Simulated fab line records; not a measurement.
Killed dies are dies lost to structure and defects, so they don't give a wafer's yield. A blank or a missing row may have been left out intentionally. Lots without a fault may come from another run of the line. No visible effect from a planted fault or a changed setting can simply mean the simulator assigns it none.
A struck lot beside a sound one | flow sky130 | 31 out of 708 route steps
Sound: the wafers L131.3, L131.5, L131.6. Struck: wafers L148.3, L148.5. (L148.2 of the same lot was not struck and is left out.) The cause comes at the end.
At each step with rows: each side's tool, then ch and its chambers, then its first start. Under that, the readings that differ: sound wafers | struck wafers | difference of the means | sigmas: that difference in standard deviations of wafers without a fault.
alike: readings with means less than 2 such deviations apart, plus words and numbers identical on both sides. not compared: withheld readings, readings lacking a value on some wafer, bounds such as >300 that could conceal the same value, and numbers that have no deviation in the record and whose values overlap.
The two part at a step that has a row with sigmas, a row that says differs or no value, or rows on one side only. Non-overlapping numbers with no deviation appear without sigmas and do not part them. A reading that every wafer of one side lacks parts them only if that side has two wafers or more.

SKY_LI_CONTACT_OVL_MEAS_13:
  sound on overlay-01, day 29 03:09; struck on overlay-02, day 36 03:27
  alike: LI_CONTACT_OVL
SKY_LI_CONTACT_ETCH_14: etches BARC in N2/H2, stops on SiO2, time 45.9 s, target depth 60 nm.
  sound on rie diel-04 ch 0,1, day 29 03:11; struck on rie diel-04 ch 0,2, day 36 03:29
  alike: drypump motor current A, oes product au, throttle valve pct
  not compared: rf hours counter h
then, 4 steps without rows for these wafers: SKY_LI_CONTACT_ETCH_15 (etches PSG in C4F8/O2/Ar, stops on Si, target depth 600 nm); SKY_LI_CONTACT_STRIP_16 (strips in O2/N2); SKY_LI_CONTACT_CLEAN_17 (cleans in NMP, time 600 s); SKY_LI_CONTACT_PRE_CLEAN_18 (time 5.6 s).
SKY_LI_CONTACT_SPUTTER_19: material Ti, target thk 20 nm, time 106.37 s.
  sound on pvd sputter-03, day 29 03:46; struck on pvd sputter-01, day 36 03:55
  alike: throttle valve pct
SKY_LI_CONTACT_SPUTTER_20: material TiN, target thk 20 nm, time 80 s.
  sound on pvd sputter-03, day 29 03:51; struck on pvd sputter-01, day 36 03:59
  alike: throttle valve pct
SKY_LI_CONTACT_CVD_21: deposits W, target thk 400 nm, time 120.56 s.
  sound on cvd w-02 ch 0,1, day 29 03:57; struck on cvd w-02 ch 1, day 36 04:05
  alike: chamber pressure Torr, heater power w
SKY_LI_CONTACT_RS_MEAS_22: a four-point-probe measurement.
  sound on film metro-01, day 29 04:05; struck on film metro-02, day 36 04:19
  alike: LI_CONTACT_W_RS
SKY_LI_CONTACT_THK_MEAS_23: measures by xrf.
  sound on film metro-01, day 29 04:11; struck on film metro-02, day 36 04:26
  alike: LI_CONTACT_W_THK
SKY_LI_CONTACT_CMP_24: polishes, stops on PSG, t overpolish 20 s, target thk 0 nm.
  sound on cmp-01 ch 0,2,3, day 29 04:22; struck on cmp-01 ch 1,3, day 36 04:29
  reading                | sound    | struck | difference | sigmas
  time to endpoint s (s) | 88 89 90 | 99 94  | +8         | +2
  alike: edge zone pressure frac, motor current A, overpolish run s, slurry flow ml min
SKY_LOCAL_INTERCONNECT_SPUTTER_00: material TiN, target thk 100 nm, time 83.3 s.
  sound on pvd sputter-04, day 29 04:34; struck on pvd sputter-02, day 36 04:47
  reading                                                | sound             | struck      | difference | sigmas
  model.TiN_of_LOCAL_INTERCONNECT_SPUTTER_00.thk nm (nm) | 98.58 99.84 99.04 | 110.9 111.3 | +11.9      |
  alike: throttle valve pct
SKY_LOCAL_INTERCONNECT_RS_MEAS_01: a four-point-probe measurement.
  sound on film metro-01, day 29 04:40; struck on film metro-01, day 36 04:52
  reading                            | sound             | struck      | difference | sigmas
  LOCAL_INTERCONNECT_TIN_RS (ohm/sq) | 14.37 14.17 14.28 | 12.70 12.67 | -1.59      | -10
SKY_LOCAL_INTERCONNECT_THK_MEAS_02: measures by xrf.
  sound on film metro-01, day 29 04:46; struck on film metro-01, day 36 04:59
  reading                         | sound          | struck      | difference | sigmas
  LOCAL_INTERCONNECT_TIN_THK (nm) | 97.9 99.3 98.5 | 110.1 110.2 | +11.6      | +11
then, 8 steps without rows for these wafers: SKY_LOCAL_INTERCONNECT_DEHYDRATE_03 (time 60 s); SKY_LOCAL_INTERCONNECT_HMDS_04 (prime time 60 s); SKY_LOCAL_INTERCONNECT_COAT_05 (resist thk 60 nm); SKY_LOCAL_INTERCONNECT_COAT_06 (resist thk 450 nm); SKY_LOCAL_INTERCONNECT_SOFTBAKE_07 (time 90 s); SKY_LOCAL_INTERCONNECT_EXPOSE_08 (exposes mask LI1M, target cd 170 nm); SKY_LOCAL_INTERCONNECT_PEB_09; SKY_LOCAL_INTERCONNECT_DEVELOP_10 (develop time 60 s).
SKY_LOCAL_INTERCONNECT_CD_MEAS_11: target cd 170 nm.
  sound on cd sem-01, day 30 09:07; struck on cd sem-01, day 37 07:35
  reading    | sound             | struck      | difference | sigmas
  cd nm (nm) | 169.5 168.3 168.4 | 173.2 173.8 | +4.8       | +3
SKY_LOCAL_INTERCONNECT_OVL_MEAS_12:
  sound on overlay-01, day 30 09:13; struck on overlay-01, day 37 07:42
  reading                     | sound  | struck | difference | sigmas
  LOCAL_INTERCONNECT_OVL (nm) | -3 6 5 | -7 -8  | -10        | -2
then, 1 step without rows for these wafers: SKY_LOCAL_INTERCONNECT_ETCH_13 (etches BARC in N2/H2, stops on SiO2, time 45.9 s, target depth 60 nm).
SKY_LOCAL_INTERCONNECT_METAL_ETCH_14: etches TiN in Cl2/BCl3, stops on PSG, target depth 110 nm, time 31.4 s.
  sound on rie metal-01 ch 0,1, day 30 09:19; struck on rie metal-02 ch 1, day 37 07:52
  reading                | sound                | struck        | difference | sigmas
  oes product au (a.u.)  | 0.940 0.940 0.937    | 1.002 1.005   | +0.064     | +8
  throttle valve pct (%) | 21.896 21.890 21.897 | 21.852 21.863 | -0.037     | -4
  alike: drypump motor current A
  not compared: rf hours counter h
then, 1 step without rows for these wafers: SKY_LOCAL_INTERCONNECT_STRIP_15 (strips in O2/N2).
SKY_LOCAL_INTERCONNECT_STRIP_16: strips in post etch residue remover, time 1200 s.
  sound on wet bench-01 ch 1, day 30 09:27; struck on wet bench-04 ch 2, day 37 08:04
  reading                                                | sound             | struck      | difference | sigmas
  model.TiN_of_LOCAL_INTERCONNECT_SPUTTER_00.thk nm (nm) | 98.16 99.41 98.62 | 110.5 110.9 | +12.0      |
then, 1 step without rows for these wafers: SKY_LOCAL_INTERCONNECT_CLEAN_17 (cleans in IPA, time 180 s).
-- the record jumps here: 14 days lie between the struck wafers' starts before and after (it left off in module LOCAL_INTERCONNECT and takes up again in module PAD_OPEN, whose first step shown is number 708 of the route) --
SKY_PAD_OPEN_PROBE_99:
  sound on prober-02, day 45 22:37; struck on prober-01, day 50 23:16
  reading                        | sound             | struck      | difference | sigmas
  model.etest.res li.line ohm um | 76.36 75.64 76.62 | 66.55 66.31 | -9.78      |
  model.etest.res li.rs ohm sq   | 12.94 12.74 12.84 | 11.41 11.48 | -1.39      |
  alike: killed_at_M0_to_M3, killed_at_M4_up, killed at contacts, killed at front end, killed at other, killed dies, killed open, killed short

== WHERE THEY PART ==
Earliest at SKY_LI_CONTACT_CMP_24; latest, in this record, at SKY_LOCAL_INTERCONNECT_METAL_ETCH_14. Later steps at which nothing parts them and some readings are alike: SKY_PAD_OPEN_PROBE_99.

WHY: what the simulator had put in
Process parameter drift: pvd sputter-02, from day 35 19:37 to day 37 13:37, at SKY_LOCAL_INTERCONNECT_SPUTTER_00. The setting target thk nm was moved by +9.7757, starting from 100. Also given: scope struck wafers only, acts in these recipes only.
